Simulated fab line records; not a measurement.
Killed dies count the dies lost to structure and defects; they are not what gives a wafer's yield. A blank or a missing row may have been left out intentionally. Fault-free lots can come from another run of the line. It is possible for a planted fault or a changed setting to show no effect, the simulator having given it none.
Which tool did it? | flow gf180mcu | Sampling: 13 lots, 39 wafers, 4 of 602 route steps

## WHAT THE GAUGES READ, wafer by wafer
GF_STI_BOW_MEAS_00. Usual: INCOMING_BOW gives 0 um (standard deviation 6.5).
lot  | measured    | on            | INCOMING_BOW (um) | flag
L793 | day 1 10:00 | film-metro-02 | 3 3 -4            |
L794 | day 1 15:00 | film-metro-02 | 1 13 -3           |
L795 | day 1 20:01 | film-metro-02 | 6 -3 1            |
L797 | day 2 06:01 | film-metro-03 | -7 11 -7          |
L798 | day 2 11:02 | film-metro-03 | -4 8 6            |
L800 | day 2 21:04 | film-metro-03 | -4 2 16           |
L801 | day 3 02:00 | film-metro-01 | 10 -9 -5          |
L803 | day 3 12:01 | film-metro-01 | 3 -8 14           |
L805 | day 3 22:00 | film-metro-03 | 9 -1 -15          |
L806 | day 4 03:00 | film-metro-01 | -12 -5 6          |
L808 | day 4 13:00 | film-metro-03 | -6 4 9            |
L811 | day 5 04:01 | film-metro-02 | 4 -1 6            |
L816 | day 6 05:00 | film-metro-03 | 2 0 -8            |

GF_MVPSD_TW_MEAS_11. Usual: MVPSD_TW gives 553.8 (standard deviation 2.3).
lot  | measured     | on            | MVPSD_TW          | flag
L793 | day 5 03:45  | film-metro-01 | 555.4 554.0 556.1 |
L794 | day 5 05:03  | film-metro-01 | 553.3 554.0 556.9 |
L795 | day 5 13:52  | film-metro-04 | 558.6 558.1 555.5 |
L797 | day 6 00:08  | film-metro-04 | 555.2 554.3 555.6 |
L798 | day 6 06:40  | film-metro-04 | 554.8 556.9 555.8 |
L800 | day 6 16:56  | film-metro-02 | 555.5 553.8 554.5 |
L801 | day 6 23:26  | film-metro-04 | 553.3 551.6 554.4 |
L803 | day 7 17:46  | film-metro-02 | 547.4 548.8 552.2 |
L805 | day 8 10:44  | film-metro-01 | 553.2 553.2 556.2 |
L806 | day 8 19:38  | film-metro-02 | 550.5 553.9 556.3 |
L808 | day 8 20:25  | film-metro-01 | 551.4 551.5 552.0 |
L811 | day 9 14:56  | film-metro-04 | 553.1 554.2 551.5 |
L816 | day 10 23:41 | film-metro-02 | 555.1 557.0 556.1 |

## WHICH TOOL RAN EACH LOT (tool, then ch and the chambers of the sampled wafers, then the start)
lot  | GF_DNWELL_STRIP_08                  | GF_MVSD_STRIP_10
L793 | plasma-asher-03 ch 0,1, day 2 20:26 | plasma-asher-03 ch 0,1, day 4 13:51
L794 | plasma-asher-03 ch 0,1, day 2 23:17 | plasma-asher-04 ch 0,1, day 4 15:13
L795 | plasma-asher-02 ch 0,1, day 3 06:32 | plasma-asher-03 ch 0,1, day 4 23:41
L797 | plasma-asher-02 ch 0,1, day 3 15:56 | plasma-asher-02 ch 0,1, day 5 09:08
L798 | plasma-asher-01 ch 0,1, day 3 21:32 | plasma-asher-04 ch 0,1, day 5 15:21
L800 | plasma-asher-01 ch 0,1, day 4 06:57 | plasma-asher-03 ch 0,1, day 6 01:47
L801 | plasma-asher-01 ch 0,1, day 4 12:43 | plasma-asher-04 ch 1, day 6 08:05
L803 | plasma-asher-02 ch 0,1, day 5 04:02 | plasma-asher-03 ch 0,1, day 7 01:49
L805 | plasma-asher-03 ch 0,1, day 5 19:12 | plasma-asher-04 ch 0,1, day 7 18:16
L806 | plasma-asher-03 ch 0,1, day 5 23:07 | plasma-asher-03 ch 0,1, day 8 03:13
L808 | plasma-asher-03 ch 0,1, day 6 03:08 | plasma-asher-03 ch 0,1, day 8 03:34
L811 | plasma-asher-01 ch 0,1, day 6 20:31 | plasma-asher-04 ch 0,1, day 8 21:16
L816 | plasma-asher-01 ch 0,1, day 7 23:17 | plasma-asher-02 ch 0,1, day 10 04:14
- GF_DNWELL_STRIP_08: strips in O2/N2.
- GF_MVSD_STRIP_10: strips in O2/N2.

## AS READ BY THE TOOLS THEMSELVES (means over the sampled wafers that have a number; for cases with no such wafer, the mark the record gives instead)
GF_DNWELL_STRIP_08. Usual: chamber-pressure-mTorr 1500.0 mTorr, standard deviation 1.3; drypump-motor-current-A 5.5 A, standard deviation 0.56; heater-power-w 356 W, standard deviation 37; oes-product-au 0.723 a.u., standard deviation 0.0046; platen-temp-c 249.97 C, standard deviation 0.2; strip-time-to-endpoint-s 36.99 s, standard deviation 0.11.
lot  | tool            | chamber-pressure-mTorr (mTorr) | drypump-motor-current-A (A) | heater-power-w (W) | oes-product-au (a.u.) | platen-temp-c (C) | strip-time-to-endpoint-s (s) | flag
L793 | plasma-asher-03 | 1501.1                         | 4.8                         | 376                | 0.723                 | 249.87            | 37.04                        |
L794 | plasma-asher-03 | 1500.2                         | 4.8                         | 376                | 0.721                 | 249.95            | 37.05                        |
L795 | plasma-asher-02 | 1499.0                         | 6.3                         | 324                | 0.725                 | 249.92            | 36.84                        |
L797 | plasma-asher-02 | 1500.0                         | 6.3                         | 322                | 0.721                 | 250.02            | 37.05                        |
L798 | plasma-asher-01 | 1500.3                         | 5.6                         | 365                | 0.724                 | 249.98            | 36.85                        |
L800 | plasma-asher-01 | 1499.4                         | 5.6                         | 364                | 0.724                 | 250.07            | 37.09                        |
L801 | plasma-asher-01 | 1500.6                         | 5.6                         | 365                | 0.725                 | 250.08            | 37.09                        |
L803 | plasma-asher-02 | 1501.2                         | 6.3                         | 320                | 0.724                 | 249.78            | 36.89                        |
L805 | plasma-asher-03 | 1499.5                         | 4.8                         | 384                | 0.721                 | 250.08            | 36.91                        |
L806 | plasma-asher-03 | 1499.6                         | 4.8                         | 379                | 0.719                 | 250.11            | 36.94                        |
L808 | plasma-asher-03 | 1500.4                         | 4.8                         | 384                | 0.722                 | 250.06            | 36.98                        |
L811 | plasma-asher-01 | 1499.7                         | 5.6                         | 335                | 0.723                 | 250.16            | 37.01                        |
L816 | plasma-asher-01 | 1500.0                         | 5.6                         | 334                | 0.722                 | 249.94            | 36.96                        |

GF_MVSD_STRIP_10. Usual: chamber-pressure-mTorr 1500.0 mTorr, standard deviation 1.3; drypump-motor-current-A 5.3 A, standard deviation 0.57; heater-power-w 345 W, standard deviation 38; oes-product-au 0.723 a.u., standard deviation 0.0044; platen-temp-c 249.99 C, standard deviation 0.18; strip-time-to-endpoint-s 36.98 s, standard deviation 0.099.
lot  | tool            | chamber-pressure-mTorr (mTorr) | drypump-motor-current-A (A) | heater-power-w (W) | oes-product-au (a.u.) | platen-temp-c (C) | strip-time-to-endpoint-s (s) | flag
L793 | plasma-asher-03 | 1499.4                         | 4.8                         | 375                | 0.723                 | 250.03            | 37.05                        |
L794 | plasma-asher-04 | 1500.4                         | 5.3                         | 306                | 0.725                 | 250.11            | 37.08                        |
L795 | plasma-asher-03 | 1500.3                         | 4.8                         | 377                | 0.721                 | 249.86            | 36.82                        |
L797 | plasma-asher-02 | 1499.2                         | 6.3                         | 323                | 0.721                 | 250.01            | 36.98                        |
L798 | plasma-asher-04 | 1500.1                         | 5.2                         | 304                | 0.725                 | 250.25            | 37.00                        |
L800 | plasma-asher-03 | 1499.4                         | 4.8                         | 377                | 0.723                 | 249.83            | 37.02                        |
L801 | plasma-asher-04 | 1500.1                         | 5.3                         | 304                | 0.718                 | 249.98            | 37.03                        |
L803 | plasma-asher-03 | 1500.2                         | 4.8                         | 375                | 0.723                 | 249.95            | 37.09                        |
L805 | plasma-asher-04 | 1500.9                         | 5.3                         | 308                | 0.715                 | 250.02            | 36.96                        |
L806 | plasma-asher-03 | 1499.7                         | 4.8                         | 383                | 0.728                 | 250.15            | 36.95                        |
L808 | plasma-asher-03 | 1499.5                         | 4.8                         | 381                | 0.722                 | 249.99            | 37.01                        |
L811 | plasma-asher-04 | 1498.6                         | 5.3                         | 300                | 0.945                 | 250.34            | -                            | OFF
L816 | plasma-asher-02 | 1498.4                         | 6.3                         | 326                | 0.722                 | 249.96            | 37.12                        |

## THE ANSWER, worked out from the rows above alone
Rule: lot off if the mean of its wafers having a number is beyond 3 standard deviations from the usual mean. Also off: a lot with no number at a reading for which 4 or more lots have one. Where the step has rows for the other lots, those lots are counted as sound. First the gauges in route order, then the tools' own readings, where a lot's mean is used as printed above. The first step at which some lot is off is used, and at that step the reading that is off furthest; a lot without a number counts as furthest.
Off: L811 (GF_MVSD_STRIP_10, strip-time-to-endpoint-s). Without a number there: L811.
A tool fits if, at that step or a process step before it, it ran every lot that is off, and no sound lot after the first of them. One fits: plasma-asher-04 at GF_MVSD_STRIP_10. A fault onset in the window from L805 (day 7 18:16, its last sound lot) to L811 (day 8 21:16, its first lot off) fits.
On the lots that are off, the tool's own readings at GF_MVSD_STRIP_10 differ by more than 5 times the standard deviation of the sound lots' means, which bears it out; oes-product-au reads 0.945 a.u. there versus 0.722 a.u. on the sound lots.
Blank at GF_MVSD_STRIP_10 on the lots that are off, where sound lots have numbers: strip-time-to-endpoint-s.

## WHAT WAS PUT IN BY THE SIMULATOR
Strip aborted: plasma-asher-04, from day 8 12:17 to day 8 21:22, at GF_MVSD_STRIP_10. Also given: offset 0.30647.
Lots struck among those shown: L811. The rule given above showed the same thing.
